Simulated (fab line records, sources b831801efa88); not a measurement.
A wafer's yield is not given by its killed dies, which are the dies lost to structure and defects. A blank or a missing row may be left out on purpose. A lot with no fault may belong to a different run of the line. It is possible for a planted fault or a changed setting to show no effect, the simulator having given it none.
fab line records	flow gf180mcu
record lots=6	wafers=18	last-day=33
route steps=602 shown SAB@269 SALICIDE@278
lots that met no fault: taken from a fault-free run of the same line
start-h: start of the lot's first displayed wafer, in hours after the record's first day	wait-h: how many hours have passed since the lot's step before this one	" the same as in the row above	L1.1+2: one row covering several wafers at once	- no value, or no start was given	* or withheld: withheld	< > ~ a bound
route shown NAME@n: a module of which the file shows steps, and the number in the route of the first	usual: mean/standard deviation taken from wafers without a fault	same: alike in all rows	chamber/n: place in a boat	sites: per-site readings	_std_site: standard deviation of those values	_edge_site: mean of outer sites minus mean of inner sites	radius-mm: for every site, how far away it sits from the centre of the wafer	mask NAME#n: copy n	behind: the tool/chamber that last shaped the wafer	hold: the reason the lot was held/the length of the hold in hours/how it ended	device: whichever transistor did not switch (one of n, p or np)	end of line: tests of these same wafers at the route's end	a step with no rows: only its recipe	killed: count of dies lost to structure and defects at first sort (not the wafer's yield)	map: the dies of a wafer, with x for killed, . for not killed, _ for no die there
set.NAME: the run value of the setting; set.NAME@STEP: its run value at that earlier step	model.NAME: the simulator's own value behind a step, which no gauge read
lots seen at some steps along the route; tables by step, rows by wafer
services: the hour from which a tool's chamber was out of use, counted from the record's first day as start-h (under 0 if before that day), plus the number of hours and why
## steps
# step GF_SAB_SOFTBAKE_05
# recipe temp-c=90	time-s=60	resist=NOVOLAK
# step GF_SAB_EXPOSE_06
# recipe mask-id=SAB	target-cd-nm=420	na=0.6	source-shape=conventional	sigma-outer=0.6	dose-mj=140
# step GF_SAB_PEB_07
# recipe temp-c=withheld	time-s=*	resist=NOVOLAK
# step GF_SAB_DEVELOP_08
# recipe develop-time-s=60	dev-temp-c=23
# step GF_SAB_CD_MEAS_09
# recipe target-cd-nm=420
# usual cd-nm=420.4/2.2
lot.wafer	tool	chamber	start-h	wait-h	cd-nm
L814.4	cd-sem-02	-	393.53	0.1	422.4
L814.5	"	-	"	"	423.0
L814.6	"	-	"	"	422.1
L815.2	cd-sem-01	-	401.16	0.1	421.1
L815.3	"	-	"	"	421.2
L815.6	"	-	"	"	420.4
L822.1	cd-sem-01	-	461.54	0.1	421.5
L822.3	"	-	"	"	423.0
L822.5	"	-	"	"	421.8
L823.2	cd-sem-02	-	465.60	0.1	425.8
L823.3	"	-	"	"	425.7
L823.6	"	-	"	"	425.3
L824.3	cd-sem-01	-	471.62	0.1	420.9
L824.4	"	-	"	"	420.7
L824.5	"	-	"	"	422.8
L828.1	cd-sem-02	-	500.58	0.1	421.4
L828.3	"	-	"	"	418.9
L828.6	"	-	"	"	421.0
# step GF_SAB_OVL_MEAS_10
# usual SAB_OVL=0.6/1.4
lot.wafer	tool	chamber	start-h	wait-h	SAB_OVL[nm]
L814.4	overlay-01	-	393.60	0.1	1.1
L814.5	"	-	"	"	-0.6
L814.6	"	-	"	"	0.4
L815.2	overlay-01	-	401.26	0.1	-0.8
L815.3	"	-	"	"	0.5
L815.6	"	-	"	"	0.6
L822.1	overlay-02	-	461.66	0.1	4.3
L822.3	"	-	"	"	1.1
L822.5	"	-	"	"	1.9
L823.2	overlay-02	-	465.71	0.1	-2.7
L823.3	"	-	"	"	-0.8
L823.6	"	-	"	"	1.0
L824.3	overlay-01	-	471.71	0.1	-2.9
L824.4	"	-	"	"	-1.9
L824.5	"	-	"	"	-3.2
L828.1	overlay-01	-	500.70	0.1	-1.9
L828.3	"	-	"	"	-0.1
L828.6	"	-	"	"	-0.4
# step GF_SAB_ETCH_11
# recipe chemistry=C4F8/O2/Ar	mask-material=NOVOLAK	target=SiO2	target-depth-nm=55	source-w=1500	bias-w=1200	pressure-mtorr=40	c4f8-flow-sccm=withheld	O2_flow_sccm=6	Ar_flow_sccm=300	time-s=8.5
# usual oes-product-au=0.997/0.01
lot.wafer	tool	chamber	start-h	wait-h	oes-product-au	rf-hours-counter-h
L814.4	rie-diel-04	0	393.62	0.0	1.014	40
L814.5	"	1	"	"	0.991	-
L814.6	"	0	"	"	1.008	-
L815.2	rie-diel-03	3	401.29	0.0	0.987	7
L815.3	"	0	"	"	0.983	51
L815.6	"	3	"	"	0.988	-
L822.1	rie-diel-04	0	461.69	0.0	1.007	41
L822.3	"	2	"	"	0.993	6
L822.5	"	2	"	"	0.989	-
L823.2	rie-diel-04	1	465.74	0.0	0.989	86
L823.3	"	2	"	"	0.987	6
L823.6	"	2	"	"	0.986	-
L824.3	rie-diel-04	3	471.74	0.0	0.973	0
L824.4	"	1	"	"	0.987	86
L824.5	"	2	"	"	0.996	-
L828.1	rie-diel-03	0	500.74	0.0	0.985	54
L828.3	"	3	"	"	0.988	10
L828.6	"	2	"	"	1.002	-
# step GF_SAB_WET_ETCH_12
# recipe chemistry=dHF	target-depth-nm=22	dry=n2-spin	target=SiO2	temp-c=25	dilution=100:1	time-s=440
# step GF_SAB_STRIP_13
# recipe chemistry=O2/N2	power-w=1400	pressure-mtorr=1500	platen-temp-c=250	o2-flow-sccm=3000	n2-flow-sccm=300	overash-fraction=0.5
# usual drypump-motor-current-A=6.0/0.34	heater-power-w=330/22	oes-product-au=0.709/0.0047	strip-time-to-endpoint-s=12.60/0.035
# same overash-fraction=0.5
lot.wafer	tool	chamber	start-h	wait-h	drypump-motor-current-A	heater-power-w	oes-product-au	rf-hours-counter-h	strip-time-to-endpoint-s
L814.4	plasma-asher-03	0	393.81	0.0	5.7	311	0.709	-	12.58
L814.5	"	0	"	"	5.7	310	0.704	-	12.61
L814.6	"	1	"	"	6.0	311	0.712	-	12.65
L815.2	plasma-asher-04	1	401.45	0.0	5.9	337	0.714	67	12.58
L815.3	"	1	"	"	6.0	340	0.705	-	12.58
L815.6	"	0	"	"	6.3	355	0.711	-	12.58
L822.1	plasma-asher-04	0	461.86	0.0	6.2	353	0.708	73	12.62
L822.3	"	1	"	"	5.9	333	0.713	-	12.62
L822.5	"	0	"	"	6.3	344	0.717	-	12.61
L823.2	plasma-asher-02	0	465.89	0.0	5.4	311	0.713	71	12.62
L823.3	"	0	"	"	5.5	307	0.708	-	12.65
L823.6	"	1	"	"	6.6	363	0.709	-	12.67
L824.3	plasma-asher-02	1	471.93	0.0	6.6	371	0.712	-	12.62
L824.4	"	0	"	"	5.5	318	0.711	-	12.62
L824.5	"	1	"	"	6.6	356	0.713	-	12.60
L828.1	plasma-asher-03	0	500.89	0.0	5.8	318	0.705	40	12.66
L828.3	"	0	"	"	5.7	310	0.713	-	12.66
L828.6	"	1	"	"	6.0	305	0.708	-	12.63
# step GF_SALICIDE_CLEAN_00
# recipe chemistry=SC1/SC2	mix=1:4:20	temp-c=70	time-s=150
# step GF_SALICIDE_WET_ETCH_01
# recipe chemistry=dHF	target-depth-nm=5	dry=ipa-marangoni	target=SiO2	temp-c=25	dilution=100:1	time-s=100
# step GF_SALICIDE_SPUTTER_02
# recipe material=Co	target-thk-nm=10	power-w=1000	time-s=20	chamber-pressure-pa=0.4
# usual cathode-dc-power-W=1000.00/0.17	throttle-valve-pct=30.0/0.84
lot.wafer	tool	chamber	start-h	wait-h	cathode-dc-power-W	throttle-valve-pct
L814.4	pvd-sputter-01	-	393.96	0.0	1000.3	29.9
L814.5	"	-	"	"	1000.0	29.7
L814.6	"	-	"	"	1000.0	29.8
L815.2	pvd-sputter-02	-	401.63	0.0	1000.1	31.5
L815.3	"	-	"	"	999.98	29.1
L815.6	"	-	"	"	999.77	31.9
L822.1	pvd-sputter-03	-	462.05	0.0	999.96	29.6
L822.3	"	-	"	"	999.95	30.6
L822.5	"	-	"	"	1000.1	30.0
L823.2	pvd-sputter-01	-	466.07	0.0	1000.2	31.2
L823.3	"	-	"	"	999.89	29.5
L823.6	"	-	"	"	999.84	31.3
L824.3	pvd-sputter-01	-	472.09	0.0	999.91	29.5
L824.4	"	-	"	"	999.88	30.0
L824.5	"	-	"	"	1000.1	31.2
L828.1	pvd-sputter-02	-	501.08	0.0	999.83	31.0
L828.3	"	-	"	"	999.95	31.5
L828.6	"	-	"	"	999.92	28.8
# step GF_SALICIDE_SPUTTER_03
# recipe material=TiN	target-thk-nm=20	power-w=6500	time-s=16.7	chamber-pressure-pa=0.4
# usual cathode-dc-power-W=6499.9/1.3	throttle-valve-pct=30.0/0.84
lot.wafer	tool	chamber	start-h	wait-h	cathode-dc-power-W	throttle-valve-pct	model.TiN_of_SALICIDE_SPUTTER_03.thk-nm
L814.4	pvd-sputter-01	-	393.99	0.0	6498.4	30.4	20.11
L814.5	"	-	"	"	6499.3	29.8	20.09
L814.6	"	-	"	"	6498.9	29.5	20.24
L815.2	pvd-sputter-02	-	401.66	0.0	6501.0	31.4	20.17
L815.3	"	-	"	"	6501.7	29.2	20.09
L815.6	"	-	"	"	6499.1	31.7	20.12
L822.1	pvd-sputter-03	-	462.07	0.0	6497.6	29.8	19.29
L822.3	"	-	"	"	6498.0	30.5	19.49
L822.5	"	-	"	"	6500.8	29.8	19.45
L823.2	pvd-sputter-01	-	466.10	0.0	6238.1	31.3	19.07
L823.3	"	-	"	"	6238.4	29.6	19.15
L823.6	"	-	"	"	6240.2	31.2	18.91
L824.3	pvd-sputter-01	-	472.12	0.0	6237.8	29.6	19.15
L824.4	"	-	"	"	6241.8	29.8	18.87
L824.5	"	-	"	"	6240.2	31.7	18.48
L828.1	pvd-sputter-02	-	501.11	0.0	6499.5	30.7	19.2
L828.3	"	-	"	"	6499.0	31.6	19.43
L828.6	"	-	"	"	6499.0	29.2	19.21
# step GF_SALICIDE_RS_MEAS_04
# recipe thk-meas-gauge=four-point-probe	reads=TiN_of_SALICIDE_SPUTTER_03+Co_of_SALICIDE_SPUTTER_02
# usual SALICIDE_TIN_RS=16.4/0.4
lot.wafer	tool	chamber	start-h	wait-h	SALICIDE_TIN_RS[ohm/sq]
L814.4	film-metro-03	-	394.07	0.1	15.8
L814.5	"	-	"	"	16.1
L814.6	"	-	"	"	15.8
L815.2	film-metro-04	-	401.71	0.0	16.6
L815.3	"	-	"	"	16.2
L815.6	"	-	"	"	16.5
L822.1	film-metro-04	-	462.10	0.0	16.8
L822.3	"	-	"	"	16.9
L822.5	"	-	"	"	17.2
L823.2	film-metro-03	-	466.15	0.0	16.8
L823.3	"	-	"	"	17.0
L823.6	"	-	"	"	17.0
L824.3	film-metro-03	-	472.19	0.1	16.3
L824.4	"	-	"	"	16.0
L824.5	"	-	"	"	17.3
L828.1	film-metro-01	-	501.14	0.0	16.9
L828.3	"	-	"	"	17.0
L828.6	"	-	"	"	16.9
# step GF_SALICIDE_THK_MEAS_05
# recipe thk-meas-gauge=xrf	reads=TiN_of_SALICIDE_SPUTTER_03
# usual SALICIDE_TIN_THK=19.8/0.32
lot.wafer	tool	chamber	start-h	wait-h	hold	SALICIDE_TIN_THK[nm]
L814.4	film-metro-03	-	394.16	0.1	-	19.9
L814.5	"	-	"	"	-	19.9
L814.6	"	-	"	"	-	20.1
L815.2	film-metro-04	-	401.82	0.1	-	20.2
L815.3	"	-	"	"	-	20.2
L815.6	"	-	"	"	-	20.2
L822.1	film-metro-04	-	462.22	0.1	-	19.5
L822.3	"	-	"	"	-	19.7
L822.5	"	-	"	"	-	19.6
L823.2	film-metro-03	-	466.26	0.1	-	18.9
L823.3	"	-	"	"	-	19.1
L823.6	"	-	"	"	-	18.8
L824.3	film-metro-03	-	472.29	0.1	await-dispo/0.2h/release	19.0
L824.4	"	-	"	"	await-dispo/0.2h/release	18.8
L824.5	"	-	"	"	await-dispo/0.2h/release	18.4
L824.3	film-metro-03	-	472.59	0.3	-	19.1
L824.4	"	-	"	"	-	18.8
L824.5	"	-	"	"	-	18.4
L828.1	film-metro-01	-	501.26	0.1	-	19.3
L828.3	"	-	"	"	-	19.5
L828.6	"	-	"	"	-	19.3
# step GF_SALICIDE_RTA_06
# recipe temp-c=530	time-s=30	ambient=N2
# usual chamber-o2-ppm=2.002/0.022	lamp-power-pct=6.74/0.2	wafer_temp_C_max=532.4/0.73
lot.wafer	tool	chamber	start-h	wait-h	hold	chamber-o2-ppm	lamp-power-pct	wafer_temp_C_max
L814.4	rtp-anneal-01	0	394.24	0.1	-	1.989	6.58	532.1
L814.5	"	0	"	"	-	2.021	6.58	532.5
L814.6	"	0	"	"	-	2.019	6.58	531.7
L815.2	rtp-anneal-01	0	401.88	0.1	-	2.032	6.59	532.3
L815.3	"	0	"	"	-	1.995	6.58	532.3
L815.6	"	0	"	"	-	2.018	6.58	532.3
L822.1	rtp-anneal-02	0	462.28	0.1	-	2.008	6.99	532.7
L822.3	"	0	"	"	-	2.059	7.01	532.5
L822.5	"	0	"	"	-	2.035	6.99	533.4
L823.2	rtp-anneal-02	0	466.33	0.1	-	1.987	7.00	533.1
L823.3	"	0	"	"	-	1.986	6.99	533.7
L823.6	"	0	"	"	-	2.022	7.00	533.4
L824.3	rtp-anneal-01	0	478.81	6.2	await-dispo/6.1h/release	1.996	6.59	531.9
L824.4	"	0	"	"	await-dispo/6.1h/release	1.993	6.59	532.3
L824.5	"	0	"	"	await-dispo/6.1h/release	1.973	6.59	532.2
L828.1	rtp-anneal-01	0	501.32	0.1	-	2.011	6.58	531.7
L828.3	"	0	"	"	-	2.036	6.59	532.2
L828.6	"	0	"	"	-	2.010	6.58	532.4
## services
tool	chamber	start-h	hours	kind
rie-diel-03	2	380.34	2.6	repair
rie-diel-03	3	381.44	4.5	repair
pvd-sputter-03	0	381.56	-	consumable-replace:kit
pvd-sputter-03	0	381.56	18.0	scheduled-down
pvd-sputter-03	0	381.56	18.0	vent-cycle
rie-diel-03	1	387.52	7.1	repair
pvd-sputter-03	-	396.09	1.1	repair
rie-diel-04	1	409.23	2.4	repair
pvd-sputter-02	1	427.42	-	consumable-replace:kit
pvd-sputter-02	1	427.42	18.0	scheduled-down
pvd-sputter-02	1	427.42	18.0	vent-cycle
rie-diel-03	2	431.63	12.1	repair
rie-diel-04	3	440.37	-	clean
rie-diel-04	3	440.37	27.8	scheduled-down
rie-diel-04	3	440.37	27.8	vent-cycle
plasma-asher-04	-	444.76	5.3	repair
rie-diel-04	-	449.63	2.8	pm
rie-diel-03	1	459.51	6.6	repair
rie-diel-04	-	460.20	0.9	repair
pvd-sputter-01	-	462.89	0.7	repair
rie-diel-04	3	473.04	4.6	repair
## key
first-sign step=GF_SALICIDE_SPUTTER_03	reading=cathode-dc-power-W	direction=down	sigmas=99+	usual=6499.9	struck=6239.4
effect step=GF_SALICIDE_THK_MEAS_05	reading=visit	direction=added
model-effect step=GF_SALICIDE_SPUTTER_03	value=TiN_of_SALICIDE_SPUTTER_03.thk-nm	without=19.75	struck=18.94
met-at GF_SALICIDE_SPUTTER_03
struck-wafers L823.2,L823.3,L823.6,L824.3,L824.4,L824.5
tester-left-out L823,L824
onset-between 393.99 466.10
fault kind=process-parameter-drift	tool=pvd-sputter-01	chamber=-	onset-h=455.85	steps=GF_SALICIDE_SPUTTER_03	channel=power-w	offset=-261.58	shape=step	end-h=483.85	acts-in=these-recipes-only	stated=6500
# tester-left-out: of these lots the tester's yield and bins aren't shown, on N5 and GAA mostly nor the transistor test; their killed dies are dies lost to structure and defects alone, not to doping, threshold or leakage, so they don't give the yield
